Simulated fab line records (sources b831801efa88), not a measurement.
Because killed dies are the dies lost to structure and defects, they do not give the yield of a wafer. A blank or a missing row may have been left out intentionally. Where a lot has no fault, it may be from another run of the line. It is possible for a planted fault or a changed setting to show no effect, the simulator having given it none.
Which tool is to blame? / flow gf180mcu / 18 wafers from 6 lots sampled at 3 of the route's 602 steps

== WHAT THE GAUGES SHOWED, per wafer ==
GF_CONTACT_CD_MEAS_14: target cd 220 nm.
lot=L495; measured=day 16 21:19; on=cdSem-02; cdNm (nm)=219.0 218.8 219.4
lot=L497; measured=day 17 14:56; on=cdSem-02; cdNm (nm)=221.1 221.8 221.7
lot=L501; measured=day 18 23:53; on=cdSem-02; cdNm (nm)=220.6 220.3 220.8
lot=L504; measured=day 20 03:28; on=cdSem-01; cdNm (nm)=220.1 219.5 221.8
lot=L507; measured=day 21 10:22; on=cdSem-02; cdNm (nm)=218.0 219.3 218.3
lot=L509; measured=day 22 08:05; on=cdSem-01; cdNm (nm)=194.7 195.8 194.1

== EACH LOT AND THE TOOL THAT RAN IT (in order: tool; ch and the chambers of the sampled wafers; start) ==
lot=L495; GF_SALICIDE_RTA_06=rtpAnneal-01 ch 0, day 15 22:12; GF_CONTACT_EXPOSE_11=krfScanner-01 ch 0, day 16 10:31
lot=L497; GF_SALICIDE_RTA_06=rtpAnneal-02 ch 0, day 16 15:00; GF_CONTACT_EXPOSE_11=krfScanner-01 ch 0, day 17 03:06
lot=L501; GF_SALICIDE_RTA_06=rtpAnneal-01 ch 0, day 17 23:14; GF_CONTACT_EXPOSE_11=krfScanner-02 ch 0, day 18 12:28
lot=L504; GF_SALICIDE_RTA_06=rtpAnneal-01 ch 0, day 19 02:15; GF_CONTACT_EXPOSE_11=krfScanner-02 ch 0, day 19 15:38
lot=L507; GF_SALICIDE_RTA_06=rtpAnneal-01 ch 0, day 20 09:18; GF_CONTACT_EXPOSE_11=krfScanner-02 ch 0, day 20 22:49
lot=L509; GF_SALICIDE_RTA_06=rtpAnneal-02 ch 0, day 21 08:10; GF_CONTACT_EXPOSE_11=krfScanner-02 ch 0, day 21 20:56
- GF_SALICIDE_RTA_06: time 30 s.
- GF_CONTACT_EXPOSE_11: exposes mask Contact, target cd 220 nm.

== THE ANSWER, worked out from the rows above alone ==
Rule: the lots themselves supply what counts as usual. The widest of any qualifying gaps counts: lots, ordered by their means at a reading, are off when they make up no more than a third of the lots, leave a main group of 4 or more, and stand apart from it by 3 or more times the standard deviation of that group's means. A main group is skipped when, at the precision printed for the reading in the tables above, its means are all equal. Also off: a lot with no number at a reading for which 4 or more lots have one. Where the step has rows for the other lots, those lots are counted as sound.
Off: L509, at GF_CONTACT_CD_MEAS_14 (cdNm). Mean 220.0 nm and standard deviation 1.1 in the main group.
If a tool, at a process step before that reading, ran all the lots that are off and no sound lot after the first of them, it fits. Gauges at GF_CONTACT_CD_MEAS_14: tried the same way as those tools. Can't be told from this: 3 tools fit, rtpAnneal-02 at GF_SALICIDE_RTA_06, krfScanner-02 at GF_CONTACT_EXPOSE_11, cdSem-01 at GF_CONTACT_CD_MEAS_14.

== WHAT HAD BEEN PUT IN BY THE SIMULATOR ==
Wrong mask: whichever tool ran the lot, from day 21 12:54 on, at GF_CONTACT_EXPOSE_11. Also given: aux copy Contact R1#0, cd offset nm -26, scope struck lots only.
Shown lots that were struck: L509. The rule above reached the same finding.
